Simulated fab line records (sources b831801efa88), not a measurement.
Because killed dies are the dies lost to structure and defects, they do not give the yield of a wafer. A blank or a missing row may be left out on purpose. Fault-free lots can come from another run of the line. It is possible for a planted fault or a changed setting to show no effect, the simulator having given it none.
fab line records -- flow sky130
record: lots: 7, wafers: 21, last-day: 50
route steps=708 shown LOCAL_INTERCONNECT@396 CONTACT@406 PAD_OPEN@708
lots with no fault: from the same line, run without faults
start-h: hours from the record's first day to the start of the lot's first wafer shown -- wait-h: how many hours have passed since the lot's step before this one -- " identical to the entry in the row above -- L1.1+2: several wafers, shown together as one row -- - no value, or no start given -- * or withheld: withheld -- < > ~ a bound
route shown NAME@n: names a module that has steps shown in the file, with the first one's number in the route -- usual: mean/standard deviation taken from wafers without a fault -- same: alike in all rows -- chamber/n: place in a boat -- sites: each site's reading -- _std_site: their standard deviation -- _edge_site: inner sites' mean taken away from outer sites' mean -- radius-mm: how far each site lies from the wafer's centre -- mask NAME#n: copy n -- behind: the most recent tool/chamber to have shaped the wafer -- hold: what put the lot on hold/how long, in hours/how the hold closed -- device: the n, p or np transistor that did not switch -- end of line: the tests these same wafers got at the end of their route -- where a step has no rows: the recipe by itself -- killed: count of dies lost to structure and defects at first sort (not the wafer's yield) -- map: a wafer's dies, x killed, . not, _ none there
set.NAME: the run value of the setting; set.NAME@STEP: its run value at that earlier step -- model.NAME: the simulator's own value behind a step, which no gauge read
lots at selected steps of the route; one table per step, one row per wafer
services: a tool's chamber out of use, with start hour (start-h, from the record's first day; less than 0 if before it), hours out, and reason
== steps ==
step: SKY_LOCAL_INTERCONNECT_PEB_09
recipe: peb-temp-c: withheld, peb-time-s: withheld, resist: KrF-thick
step: SKY_LOCAL_INTERCONNECT_DEVELOP_10
recipe: develop-time-s: 60, resist: KrF-thick, dev-temp-c: 21
step: SKY_LOCAL_INTERCONNECT_CD_MEAS_11
recipe: target-cd-nm: 170
usual: cd-nm: 170.7/1.3
lot.wafer,tool,chamber,start-h,wait-h,cd-nm
L369.1,cd-sem-02,-,697.95,-,170.0
L369.5,cd-sem-02,-,697.95,-,169.9
L369.6,cd-sem-02,-,697.95,-,168.8
L377.1,cd-sem-01,-,777.86,-,168.9
L377.3,cd-sem-01,-,777.86,-,168.8
L377.4,cd-sem-01,-,777.86,-,171.6
L379.2,cd-sem-01,-,781.49,-,170.2
L379.4,cd-sem-01,-,781.49,-,171.1
L379.5,cd-sem-01,-,781.49,-,171.6
L378.2,cd-sem-02,-,784.84,-,172.9
L378.4,cd-sem-02,-,784.84,-,172.6
L378.5,cd-sem-02,-,784.84,-,172.6
L380.1,cd-sem-01,-,804.48,-,171.8
L380.2,cd-sem-01,-,804.48,-,171.0
L380.3,cd-sem-01,-,804.48,-,172.3
L383.2,cd-sem-01,-,824.19,-,169.7
L383.3,cd-sem-01,-,824.19,-,170.7
L383.6,cd-sem-01,-,824.19,-,169.5
L392.4,cd-sem-01,-,905.11,-,171.5
L392.5,cd-sem-01,-,905.11,-,169.7
L392.6,cd-sem-01,-,905.11,-,170.8
step: SKY_LOCAL_INTERCONNECT_OVL_MEAS_12
usual: LOCAL_INTERCONNECT_OVL: -3/5.7
lot.wafer,tool,chamber,start-h,wait-h,LOCAL_INTERCONNECT_OVL[nm]
L369.1,overlay-02,-,698.07,0.1,-8
L369.5,overlay-02,-,698.07,0.1,8
L369.6,overlay-02,-,698.07,0.1,6
L377.1,overlay-01,-,777.98,0.1,-3
L377.3,overlay-01,-,777.98,0.1,0
L377.4,overlay-01,-,777.98,0.1,-4
L379.2,overlay-01,-,781.60,0.1,3
L379.4,overlay-01,-,781.60,0.1,2
L379.5,overlay-01,-,781.60,0.1,-2
L378.2,overlay-02,-,784.95,0.1,-4
L378.4,overlay-02,-,784.95,0.1,3
L378.5,overlay-02,-,784.95,0.1,-5
L380.1,overlay-01,-,804.60,0.1,11
L380.2,overlay-01,-,804.60,0.1,-1
L380.3,overlay-01,-,804.60,0.1,6
L383.2,overlay-01,-,824.30,0.1,-8
L383.3,overlay-01,-,824.30,0.1,-4
L383.6,overlay-01,-,824.30,0.1,-14
L392.4,overlay-02,-,905.19,0.1,5
L392.5,overlay-02,-,905.19,0.1,-5
L392.6,overlay-02,-,905.19,0.1,3
step: SKY_LOCAL_INTERCONNECT_ETCH_13
recipe: chemistry: N2/H2, target: BARC, ion-energy-ev: 200, bias-w: 100, pressure-mtorr: 30, n2-flow-sccm: 100, h2-flow-sccm: 200, icp-w: 500, stop-on: SiO2, time-s: 45.9, target-depth-a: 600
usual: drypump-motor-current-A: 5.6/0.49, he-backside-leak-sccm: 3.37/0.18, oes-product-au: 0.855/0.0043, throttle-valve-pct: 13.225/0.0084
lot.wafer,tool,chamber,start-h,wait-h,drypump-motor-current-A,he-backside-leak-sccm,oes-product-au,rf-hours-counter-h,throttle-valve-pct
L369.1,rie-metal-03,1,698.10,0.0,6.3,3.18,0.858,11,13.223
L369.5,rie-metal-03,1,698.10,0.0,6.3,3.12,0.863,-,13.234
L369.6,rie-metal-03,0,698.10,0.0,5.4,3.64,0.857,-,13.223
L377.1,rie-metal-03,1,778.02,0.0,6.3,3.04,0.849,15,13.238
L377.3,rie-metal-03,1,778.02,0.0,6.3,2.98,0.850,-,13.218
L377.4,rie-metal-03,1,778.02,0.0,6.3,3.08,0.862,-,13.229
L379.2,rie-metal-02,1,781.65,0.0,5.1,3.39,0.855,-,13.227
L379.4,rie-metal-02,1,781.65,0.0,5.1,3.29,0.855,-,13.235
L379.5,rie-metal-02,1,781.65,0.0,5.1,3.37,0.859,-,13.234
L378.2,rie-metal-03,1,784.98,0.0,6.3,3.09,0.857,16,13.229
L378.4,rie-metal-03,1,784.98,0.0,6.3,3.24,0.851,-,13.230
L378.5,rie-metal-03,0,784.98,0.0,5.4,3.26,0.853,-,13.223
L380.1,rie-metal-04,0,804.64,0.0,5.7,3.25,0.854,3,13.236
L380.2,rie-metal-04,1,804.64,0.0,6.1,3.40,0.854,15,13.220
L380.3,rie-metal-04,0,804.64,0.0,5.7,3.04,0.859,-,13.234
L383.2,rie-metal-02,0,824.35,0.0,4.9,3.35,0.857,-,13.227
L383.3,rie-metal-02,0,824.35,0.0,4.9,3.31,0.856,-,13.216
L383.6,rie-metal-02,0,824.35,0.0,4.9,3.38,0.863,-,13.229
L392.4,rie-metal-04,0,905.23,0.0,5.7,3.21,0.853,-,13.234
L392.5,rie-metal-04,0,905.23,0.0,5.7,3.41,0.857,-,13.222
L392.6,rie-metal-04,1,905.23,0.0,6.0,3.49,0.849,-,13.211
step: SKY_LOCAL_INTERCONNECT_METAL_ETCH_14
recipe: target-depth-nm: 110, stop-on: PSG, chemistry: Cl2/BCl3, target: TiN, resist-sidewall-deg: 88, pressure-mtorr: 10, icp-w: 900, bias-w: 48.5, Cl2_flow_sccm: 60, bcl3-flow-sccm: 30, time-s: 31.4
usual: drypump-motor-current-A: 5.6/0.49, he-backside-leak-sccm: 3.34/0.24, oes-product-au: 0.940/0.0081, throttle-valve-pct: 21.903/0.0095
lot.wafer,tool,chamber,start-h,wait-h,drypump-motor-current-A,he-backside-leak-sccm,oes-product-au,rf-hours-counter-h,throttle-valve-pct
L369.1,rie-metal-03,1,698.17,0.0,6.3,3.07,0.920,11,21.901
L369.5,rie-metal-03,1,698.17,0.0,6.3,2.85,0.920,-,21.903
L369.6,rie-metal-03,0,698.17,0.0,5.4,3.85,0.924,-,21.897
L377.1,rie-metal-03,1,778.14,0.1,6.3,3.01,0.942,16,21.903
L377.3,rie-metal-03,1,778.14,0.1,6.3,2.81,0.943,-,21.905
L377.4,rie-metal-03,1,778.14,0.1,6.3,2.85,0.932,-,21.895
L379.2,rie-metal-02,1,781.77,0.1,5.1,3.37,0.936,-,21.909
L379.4,rie-metal-02,1,781.77,0.1,5.1,3.45,0.934,-,21.891
L379.5,rie-metal-02,1,781.77,0.1,5.1,3.44,0.936,-,21.908
L378.2,rie-metal-03,1,785.04,0.0,6.3,3.16,0.942,16,21.885
L378.4,rie-metal-03,1,785.04,0.0,6.3,3.18,0.941,-,21.893
L378.5,rie-metal-03,0,785.04,0.0,5.4,4.21,0.940,-,21.904
L380.1,rie-metal-04,0,804.70,0.0,5.7,3.32,0.939,3,21.903
L380.2,rie-metal-04,1,804.70,0.0,6.0,3.59,0.938,15,21.916
L380.3,rie-metal-04,0,804.70,0.0,5.8,3.28,0.940,-,21.907
L383.2,rie-metal-02,0,824.47,0.1,4.9,3.23,0.945,-,21.893
L383.3,rie-metal-02,0,824.47,0.1,4.9,3.34,0.943,-,21.899
L383.6,rie-metal-02,0,824.47,0.1,4.9,3.22,0.960,-,21.890
L392.4,rie-metal-04,0,905.31,0.1,5.7,3.06,0.938,-,21.905
L392.5,rie-metal-04,0,905.31,0.1,5.7,3.14,0.943,-,21.918
L392.6,rie-metal-04,1,905.31,0.1,6.0,3.35,0.942,-,21.901
step: SKY_LOCAL_INTERCONNECT_STRIP_15
recipe: chemistry: O2/N2, power-w: 1400, pressure-mtorr: 1500, platen-temp-c: withheld, o2-flow-sccm: 3000, n2-flow-sccm: 300, overash-fraction: 0.5
usual: drypump-motor-current-A: 5.5/0.32, oes-product-au: 0.427/0.0045, strip-time-to-endpoint-s: 4.721/0.02
lot.wafer,tool,chamber,start-h,wait-h,drypump-motor-current-A,oes-product-au,rf-hours-counter-h,strip-time-to-endpoint-s
L369.1,plasma-asher-01,1,698.22,0.0,5.9,0.431,89,4.723
L369.5,plasma-asher-01,1,698.22,0.0,5.9,0.426,-,4.688
L369.6,plasma-asher-01,0,698.22,0.0,5.5,0.425,-,4.732
L377.1,plasma-asher-01,1,778.25,0.1,5.9,0.427,97,4.738
L377.3,plasma-asher-01,0,778.25,0.1,5.5,0.430,-,4.733
L377.4,plasma-asher-01,1,778.25,0.1,5.9,0.426,-,4.735
L379.2,plasma-asher-01,1,781.86,0.1,5.9,0.430,98,4.735
L379.4,plasma-asher-01,0,781.86,0.1,5.5,0.436,-,4.719
L379.5,plasma-asher-01,0,781.86,0.1,5.5,0.425,-,4.727
L378.2,plasma-asher-03,1,785.09,0.0,5.5,0.435,67,4.754
L378.4,plasma-asher-03,1,785.09,0.0,5.5,0.431,-,4.750
L378.5,plasma-asher-03,0,785.09,0.0,5.4,0.422,-,4.740
L380.1,plasma-asher-02,1,804.75,0.0,5.0,0.424,37,4.747
L380.2,plasma-asher-02,0,804.75,0.0,6.0,0.432,37,4.723
L380.3,plasma-asher-02,1,804.75,0.0,5.0,0.424,-,4.752
L383.2,plasma-asher-03,0,824.56,0.1,5.4,0.426,70,4.716
L383.3,plasma-asher-03,0,824.56,0.1,5.4,0.427,-,4.722
L383.6,plasma-asher-03,0,824.56,0.1,5.4,0.420,-,4.691
L392.4,plasma-asher-03,1,905.39,0.1,5.5,0.437,-,4.745
L392.5,plasma-asher-03,0,905.39,0.1,5.4,0.425,-,4.733
L392.6,plasma-asher-03,1,905.39,0.1,5.5,0.423,-,4.755
step: SKY_LOCAL_INTERCONNECT_STRIP_16
recipe: chemistry: post-etch-residue-remover, time-s: 1200, temp-c: 72.5
step: SKY_LOCAL_INTERCONNECT_CLEAN_17
recipe: chemistry: IPA, time-s: 180, temp-c: 25
step: SKY_LOCAL_INTERCONNECT_CLEAN_18
recipe: chemistry: O3/DIW, dry: n2-spin
step: SKY_CONTACT_CVD_00
recipe: material: Si3N4, target-thk-nm: 75, temp-c: 400, time-s: withheld, rf-w: 450
usual: heater-power-w: 711/100
lot.wafer,tool,chamber,start-h,wait-h,heater-power-w
L369.1,pecvd-03,2,698.82,0.0,739
L369.5,pecvd-03,2,698.82,0.0,734
L369.6,pecvd-03,1,698.82,0.0,502
L377.1,pecvd-03,2,778.84,0.0,726
L377.3,pecvd-03,1,778.84,0.0,568
L377.4,pecvd-03,1,778.84,0.0,581
L379.2,pecvd-03,1,782.48,0.0,485
L379.4,pecvd-03,2,782.48,0.0,775
L379.5,pecvd-03,0,782.48,0.0,775
L378.2,pecvd-02,0,785.69,0.0,666
L378.4,pecvd-02,2,785.69,0.0,825
L378.5,pecvd-02,0,785.69,0.0,652
L380.1,pecvd-03,2,805.35,0.0,871
L380.2,pecvd-03,1,805.35,0.0,465
L380.3,pecvd-03,0,805.35,0.0,802
L383.2,pecvd-03,2,825.17,0.0,840
L383.3,pecvd-03,1,825.17,0.0,546
L383.6,pecvd-03,2,825.17,0.0,880
L392.4,pecvd-02,2,905.97,0.0,819
L392.5,pecvd-02,0,905.97,0.0,652
L392.6,pecvd-02,1,905.97,0.0,774
step: SKY_CONTACT_THK_MEAS_01
recipe: reads: Si3N4_of_CONTACT_CVD_00
usual: CONTACT_CVD_00_THK: 75.1/0.91
lot.wafer,tool,chamber,start-h,wait-h,CONTACT_CVD_00_THK[nm]
L369.1,film-metro-04,-,698.85,-,76.0
L369.5,film-metro-04,-,698.85,-,75.6
L369.6,film-metro-04,-,698.85,-,76.4
L377.1,film-metro-01,-,778.87,-,76.5
L377.3,film-metro-01,-,778.87,-,75.0
L377.4,film-metro-01,-,778.87,-,76.1
L379.2,film-metro-01,-,782.52,-,74.3
L379.4,film-metro-01,-,782.52,-,76.3
L379.5,film-metro-01,-,782.52,-,76.4
L378.2,film-metro-01,-,785.73,-,74.2
L378.4,film-metro-01,-,785.73,-,76.2
L378.5,film-metro-01,-,785.73,-,75.7
L380.1,film-metro-01,-,805.38,-,74.2
L380.2,film-metro-01,-,805.38,-,74.4
L380.3,film-metro-01,-,805.38,-,74.5
L383.2,film-metro-01,-,825.21,-,75.0
L383.3,film-metro-01,-,825.21,-,75.0
L383.6,film-metro-01,-,825.21,-,76.6
L392.4,film-metro-01,-,906.01,-,74.3
L392.5,film-metro-01,-,906.01,-,74.9
L392.6,film-metro-01,-,906.01,-,74.4
step: SKY_CONTACT_HDPCVD_02
recipe: material: SiO2, target-thk-nm: 565, sigma-open-frac: 0.3, time-s: 94.2, temp-c: 600, sih4-flow-sccm: 60, pressure-mtorr: 6
lot.wafer,tool,chamber,start-h,wait-h,model.SiO2_of_CONTACT_HDPCVD_02.thk-nm
L369.1,hdpcvd-01,2,698.91,0.1,561.9
L369.5,hdpcvd-01,0,698.91,0.1,568.2
L369.6,hdpcvd-01,2,698.91,0.1,564.9
L377.1,hdpcvd-01,2,778.93,0.1,1011
L377.3,hdpcvd-01,1,778.93,0.1,1013
L377.4,hdpcvd-01,1,778.93,0.1,1015
L379.2,hdpcvd-01,1,782.57,0.0,1012
L379.4,hdpcvd-01,0,782.57,0.0,1013
L379.5,hdpcvd-01,1,782.57,0.0,1010
L378.2,hdpcvd-01,1,785.78,0.0,1016
L378.4,hdpcvd-01,0,785.78,0.0,1012
L378.5,hdpcvd-01,1,785.78,0.0,1017
L380.1,hdpcvd-02,1,805.44,0.1,572.6
L380.2,hdpcvd-02,0,805.44,0.1,566.2
L380.3,hdpcvd-02,2,805.44,0.1,558.5
L383.2,hdpcvd-02,2,825.26,0.0,562.8
L383.3,hdpcvd-02,1,825.26,0.0,566.3
L383.6,hdpcvd-02,1,825.26,0.0,562.6
L392.4,hdpcvd-01,2,906.08,0.1,564.9
L392.5,hdpcvd-01,1,906.08,0.1,560.7
L392.6,hdpcvd-01,0,906.08,0.1,562.3
step: SKY_CONTACT_THK_MEAS_03
recipe: reads: SiO2_of_CONTACT_HDPCVD_02
usual: CONTACT_HDPCVD_THK: 563/4.9
lot.wafer,tool,chamber,start-h,wait-h,CONTACT_HDPCVD_THK[nm]
L369.1,film-metro-01,-,698.98,0.0,562
L369.5,film-metro-01,-,698.98,0.0,568
L369.6,film-metro-01,-,698.98,0.0,565
L377.1,film-metro-04,-,779.00,0.0,1011
L377.3,film-metro-04,-,779.00,0.0,1012
L377.4,film-metro-04,-,779.00,0.0,1013
L379.2,film-metro-04,-,782.65,0.0,1012
L379.4,film-metro-04,-,782.65,0.0,1013
L379.5,film-metro-04,-,782.65,0.0,1010
L378.2,film-metro-04,-,785.86,0.0,1017
L378.4,film-metro-04,-,785.86,0.0,1011
L378.5,film-metro-04,-,785.86,0.0,1018
L380.1,film-metro-03,-,805.59,0.1,573
L380.2,film-metro-03,-,805.59,0.1,566
L380.3,film-metro-03,-,805.59,0.1,558
L383.2,film-metro-03,-,825.34,0.0,563
L383.3,film-metro-03,-,825.34,0.0,566
L383.6,film-metro-03,-,825.34,0.0,562
L392.4,film-metro-03,-,906.14,0.0,565
L392.5,film-metro-03,-,906.14,0.0,561
L392.6,film-metro-03,-,906.14,0.0,563
step: SKY_CONTACT_CMP_04
recipe: material: SiO2, down-force-psi: 4, platen-rpm: 60, pad-velocity-m-s: 0.94248
usual: head-pressure-psi: 4.000/0.0088, motor-current-A: 11.8/0.88, time-to-endpoint-s: 82/3.5
lot.wafer,tool,chamber,start-h,wait-h,head-pressure-psi,motor-current-A,time-to-endpoint-s
L369.1,cmp-01,0,699.19,0.2,3.996,12.9,78
L369.5,cmp-01,1,699.19,0.2,4.000,10.5,82
L369.6,cmp-01,2,699.19,0.2,4.013,13.4,81
L377.4,cmp-02,0,779.06,0.0,4.006,11.2,257
L377.3,cmp-02,1,779.06,0.0,4.011,11.0,242
L377.1,cmp-02,2,779.06,0.0,4.007,11.5,255
L379.4,cmp-02,1,782.70,0.0,4.004,10.6,248
L379.2,cmp-02,3,782.70,0.0,3.998,11.7,250
L379.5,cmp-02,1,782.70,0.0,4.000,11.2,241
L378.2,cmp-01,0,786.01,0.1,4.014,12.3,237
L378.4,cmp-01,1,786.01,0.1,4.003,10.8,234
L378.5,cmp-01,2,786.01,0.1,3.991,13.5,241
L380.1,cmp-02,0,805.65,0.1,3.998,11.4,91
L380.2,cmp-02,2,805.65,0.1,4.010,12.0,86
L380.3,cmp-02,3,805.65,0.1,3.996,12.0,81
L383.2,cmp-02,2,825.49,0.1,3.990,11.8,87
L383.3,cmp-02,3,825.49,0.1,4.011,11.4,84
L383.6,cmp-02,1,825.49,0.1,4.003,10.9,84
L392.4,cmp-02,2,906.27,0.1,3.994,11.9,89
L392.6,cmp-02,0,906.27,0.1,3.990,11.2,84
L392.5,cmp-02,1,906.27,0.1,4.003,10.9,83
step: SKY_CONTACT_BOW_MEAS_05
recipe: mode: bow
usual: CONTACT_BOW: 81/6.1
lot.wafer,tool,chamber,start-h,wait-h,CONTACT_BOW[um]
L369.1,film-metro-01,-,699.34,0.1,84
L369.5,film-metro-01,-,699.34,0.1,87
L369.6,film-metro-01,-,699.34,0.1,77
L377.1,film-metro-04,-,779.36,0.1,85
L377.3,film-metro-04,-,779.36,0.1,71
L377.4,film-metro-04,-,779.36,0.1,79
L379.2,film-metro-04,-,783.02,0.2,96
L379.4,film-metro-04,-,783.02,0.2,91
L379.5,film-metro-04,-,783.02,0.2,86
L378.2,film-metro-04,-,786.23,0.2,82
L378.4,film-metro-04,-,786.23,0.2,86
L378.5,film-metro-04,-,786.23,0.2,73
L380.1,film-metro-04,-,805.97,0.3,70
L380.2,film-metro-04,-,805.97,0.3,83
L380.3,film-metro-04,-,805.97,0.3,81
L383.2,film-metro-03,-,825.71,0.2,92
L383.3,film-metro-03,-,825.71,0.2,82
L383.6,film-metro-03,-,825.71,0.2,87
L392.4,film-metro-01,-,906.53,0.2,82
L392.5,film-metro-01,-,906.53,0.2,84
L392.6,film-metro-01,-,906.53,0.2,77
step: SKY_PAD_OPEN_PROBE_99
usual: killed_at_M0_to_M3: 44/7.2, killed_at_M4_up: 3.0/1.8, killed-at-contacts: 24/5.4, killed-at-front-end: 14/4.4, killed-at-other: 0.4/0.64, killed-dies: 86/9.4, killed-open: 47/7.7, killed-short: 39/5.8
same: gross-dies: 492, killed-at-back-side: 0
lot.wafer,tool,chamber,start-h,wait-h,killed_at_M0_to_M3,killed_at_M4_up,killed-at-contacts,killed-at-front-end,killed-at-other,killed-dies,killed-open,killed-short
L379.2,prober-01,-,1130.66,0.1,51,2,26,12,1,92,62,30
L379.4,prober-01,-,1130.76,0.2,45,2,26,7,0,80,46,34
L379.5,prober-01,-,1130.81,0.2,48,5,29,12,0,94,49,45
L378.2,prober-02,-,1132.13,0.1,55,4,21,9,3,92,52,38
L378.4,prober-02,-,1132.23,0.2,50,4,14,17,0,85,54,31
L378.5,prober-02,-,1132.28,0.2,50,4,27,19,0,100,57,43
killed by level:class
L379.2 VIA1:geometric-particle:open=21 CONTACT:geometric-particle:open=13 METAL2:geometric-particle:short=8 VIA3:geometric-particle:open=7 LI_CONTACT:geometric-particle:open=6 VIA1:geometric-particle:short=5 FIELD_ISO:geometric-particle:open=4 CONTACT:geometric-particle:short=4
L379.4 LI_CONTACT:geometric-particle:open=10 CONTACT:geometric-particle:open=9 METAL2:geometric-particle:short=8 VIA1:geometric-particle:open=8 VIA3:geometric-particle:open=7 METAL1:geometric-particle:short=6 VIA3:geometric-particle:short=4 CONTACT:geometric-particle:short=4
L379.5 LI_CONTACT:geometric-particle:open=11 CONTACT:geometric-particle:open=8 METAL1:geometric-particle:short=8 VIA1:geometric-particle:short=7 VIA3:geometric-particle:open=7 CONTACT:geometric-particle:short=6 VIA1:geometric-particle:open=5 METAL2:geometric-particle:short=5
L378.2 VIA1:geometric-particle:open=15 VIA1:geometric-particle:short=11 CONTACT:geometric-particle:open=9 VIA3:geometric-particle:open=8 VIA2:geometric-particle:open=7 LI_CONTACT:geometric-particle:open=5 METAL2:geometric-particle:short=5 VIA2:geometric-particle:short=4
L378.4 VIA3:geometric-particle:open=9 VIA1:geometric-particle:open=9 VIA2:geometric-particle:open=8 CONTACT:geometric-particle:open=7 FIELD_ISO:geometric-particle:open=6 METAL2:geometric-particle:short=5 VIA3:geometric-particle:short=5 POLY_GATE:geometric-particle:open=4
L378.5 VIA1:geometric-particle:open=12 CONTACT:geometric-particle:open=9 METAL1:geometric-particle:short=8 VIA2:geometric-particle:open=7 LI_CONTACT:geometric-particle:open=6 METAL2:geometric-particle:short=6 FIELD_ISO:geometric-particle:short=5 FIELD_ISO:geometric-particle:open=5
== services ==
tool,chamber,start-h,hours,kind
cmp-02,-,674.40,0.5,repair
rie-metal-02,-,675.44,0.6,repair
rie-metal-04,-,695.80,14.6,pm
rie-metal-03,-,696.21,0.5,repair
rie-metal-03,0,714.11,20.3,repair
pecvd-03,0,717.27,19.4,repair
cmp-02,-,730.48,7.9,pm
rie-metal-03,-,731.80,1.7,repair
cmp-01,-,744.00,4.0,pm
pecvd-02,-,744.13,0.8,repair
cmp-01,-,746.87,5.5,repair
plasma-asher-03,-,761.43,2.8,pm
hdpcvd-01,1,765.56,11.0,repair
hdpcvd-02,-,768.27,28.1,pm
pecvd-02,-,770.78,2.1,repair
rie-metal-03,0,774.13,9.1,repair
rie-metal-03,1,780.79,1.1,repair
hdpcvd-01,-,796.37,6.0,pm
pecvd-03,-,830.95,2.8,pm
rie-metal-02,0,854.29,30.0,repair
hdpcvd-01,2,860.01,12.4,repair
cmp-01,-,861.58,4.8,pm
hdpcvd-02,-,877.24,14.6,pm
cmp-02,-,895.34,0.5,repair
== key ==
first-sign: step: SKY_CONTACT_THK_MEAS_03, reading: CONTACT_HDPCVD_THK, direction: up, sigmas: 91, usual: 563, struck: 1013
effect: step: SKY_CONTACT_CMP_04, reading: time-to-endpoint-s, direction: up, sigmas: 46, usual: *, struck: *
model-effect: step: SKY_CONTACT_HDPCVD_02, value: SiO2_of_CONTACT_HDPCVD_02.thk-nm, without: 560.9, struck: 1013
met-at SKY_CONTACT_HDPCVD_02
struck-wafers L377.1,L377.3,L377.4,L378.2,L378.4,L378.5,L379.2,L379.4,L379.5
tester-left-out L377,L378,L379
onset-between 698.91 778.93
fault: kind: process-parameter-drift, tool: hdpcvd-01, chamber: -, onset-h: 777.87, steps: SKY_CONTACT_HDPCVD_02, channel: target-thk-nm, offset: 452.35, shape: step, end-h: 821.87, acts-in: these-recipes-only, stated: 565
tester-left-out: of these lots the tester's yield and bins aren't shown, on N5 and GAA mostly nor the transistor test; their killed dies are dies lost to structure and defects alone, not to doping, threshold or leakage, so they don't give the yield
